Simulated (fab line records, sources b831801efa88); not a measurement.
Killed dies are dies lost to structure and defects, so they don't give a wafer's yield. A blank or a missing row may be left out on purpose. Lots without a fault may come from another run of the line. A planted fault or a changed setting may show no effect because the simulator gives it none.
A struck lot beside a sound one | flow sky130 | 22 steps out of a route of 708
Sound: wafers L421.1, L421.3, L421.5. Struck: wafers L437.1, L437.2, L437.4. The cause comes at the end.
At each step with rows: each side's tool, then ch and its chambers, then its first start. Under that, the readings that differ: sound wafers | struck wafers | difference of the means | sigmas: that difference in standard deviations of wafers without a fault.
alike: readings whose means differ by less than 2 such deviations, and words and numbers that are the same on both sides. not compared: withheld readings, readings that some wafer has no value for, bounds like >300 that may hide the same value, and numbers for which the record gives no deviation and whose values overlap.
The two part at a step that has a row with sigmas, a row that says differs or no value, or rows on one side only. Numbers that don't overlap but have no deviation are shown without sigmas and don't part them. A reading that every wafer of one side lacks parts them only if that side has two wafers or more.

first, 6 steps without rows for these wafers: SKY_LDD_HVN_HMDS_01 (prime time 60 s); SKY_LDD_HVN_COAT_02 (resist thk 300 nm); SKY_LDD_HVN_SOFTBAKE_03 (time 60 s); SKY_LDD_HVN_EXPOSE_04 (exposes mask HVNTM, target cd 700 nm); SKY_LDD_HVN_PEB_05; SKY_LDD_HVN_DEVELOP_06 (develop time 60 s).
SKY_LDD_HVN_OVL_MEAS_07:
  sound on overlay-02, day 21 09:32; struck on overlay-01, day 27 04:32
  alike: LDD_HVN_OVL
then, 1 step without rows for these wafers: SKY_LDD_HVN_IMPLANT_08.
SKY_LDD_HVN_STRIP_09: strips in O2/N2.
  sound on plasma_asher-04 ch 1, day 21 09:43; struck on plasma_asher-04 ch 0,1, day 27 04:43
  alike: drypump_motor_current_A, oes_product_au, strip_time_to_endpoint_s
  not compared: rf_hours_counter_h
SKY_LDD_HVN_TW_MEAS_10:
  sound on film_metro-04, day 21 09:49; struck on film_metro-04, day 27 04:49
  alike: LDD_HVN_TW
then, 2 steps without rows for these wafers: SKY_LDD_HVP_DEHYDRATE_00 (time 60 s); SKY_LDD_HVP_HMDS_01 (prime time 60 s).
SKY_LDD_HVP_COAT_02: resist thk 300 nm.
  sound on litho_track-02 ch 0, day 21 23:52; struck on litho_track-04 ch 0, day 27 19:27
  reading                                      | sound                | struck               | difference | sigmas
  spin_speed_rpm (rpm)                         | 3000.1 3000.1 3000.6 | 2774.7 2775.0 2772.4 | -226.2     | -99 or more
  model.NOVOLAK_of_LDD_HVP_COAT_02.thk_nm (nm) | 300.7 300.7 300.6    | 313 312.6 312.7      | +12        |
  alike: resist_line_temp_C
then, 3 steps without rows for these wafers: SKY_LDD_HVP_SOFTBAKE_03 (time 60 s); SKY_LDD_HVP_EXPOSE_04 (exposes mask HVPTM, target cd 700 nm); SKY_LDD_HVP_PEB_05.
SKY_LDD_HVP_DEVELOP_06: develop time 60 s.
  sound on litho_track-03 ch 0, day 22 14:50; struck on litho_track-03 ch 0, day 28 09:23
  reading                                      | sound             | struck            | difference | sigmas
  model.NOVOLAK_of_LDD_HVP_COAT_02.thk_nm (nm) | 300.2 300.3 300.2 | 312.6 312.2 312.3 | +12.1      |
  alike: resist_line_temp_C
SKY_LDD_HVP_OVL_MEAS_07:
  sound on overlay-01, day 22 14:59; struck on overlay-02, day 28 09:32
  alike: LDD_HVP_OVL
then, 1 step without rows for these wafers: SKY_LDD_HVP_IMPLANT_08.
SKY_LDD_HVP_STRIP_09: strips in O2/N2.
  sound on plasma_asher-03 ch 0,1, day 22 15:10; struck on plasma_asher-04 ch 0,1, day 28 09:43
  reading                      | sound             | struck            | difference | sigmas
  oes_product_au (a.u.)        | 0.413 0.405 0.402 | 0.416 0.420 0.413 | +0.010     | +2
  strip_time_to_endpoint_s (s) | 4.114 4.132 4.143 | 4.323 4.303 4.305 | +0.181     | +12
  alike: drypump_motor_current_A
  not compared: rf_hours_counter_h
SKY_LDD_HVP_TW_MEAS_10:
  sound on film_metro-01, day 22 15:16; struck on film_metro-01, day 28 09:49
  alike: LDD_HVP_TW
-- the record jumps here: 22 days lie between the struck wafers' starts before and after (it left off in module LDD_HVP and takes up again in module PAD_OPEN, whose first step shown is number 708 of the route) --
SKY_PAD_OPEN_PROBE_99:
  sound on prober-01, day 46 11:15; struck on prober-01, day 50 09:40
  alike: killed_at_M0_to_M3, killed_at_M4_up, killed_at_contacts, killed_at_front_end, killed_at_other, killed_dies, killed_open, killed_short

WHERE THEY PART
First at SKY_LDD_HVP_COAT_02; last, within this record, at SKY_LDD_HVP_STRIP_09. Later steps at which nothing parts them and some readings are alike: SKY_LDD_HVP_TW_MEAS_10, SKY_PAD_OPEN_PROBE_99.

WHY: what the simulator had put in
Process parameter drift: litho_track-04, from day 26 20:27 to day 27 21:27, at SKY_LDD_HVP_COAT_02. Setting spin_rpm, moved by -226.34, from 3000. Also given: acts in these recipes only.
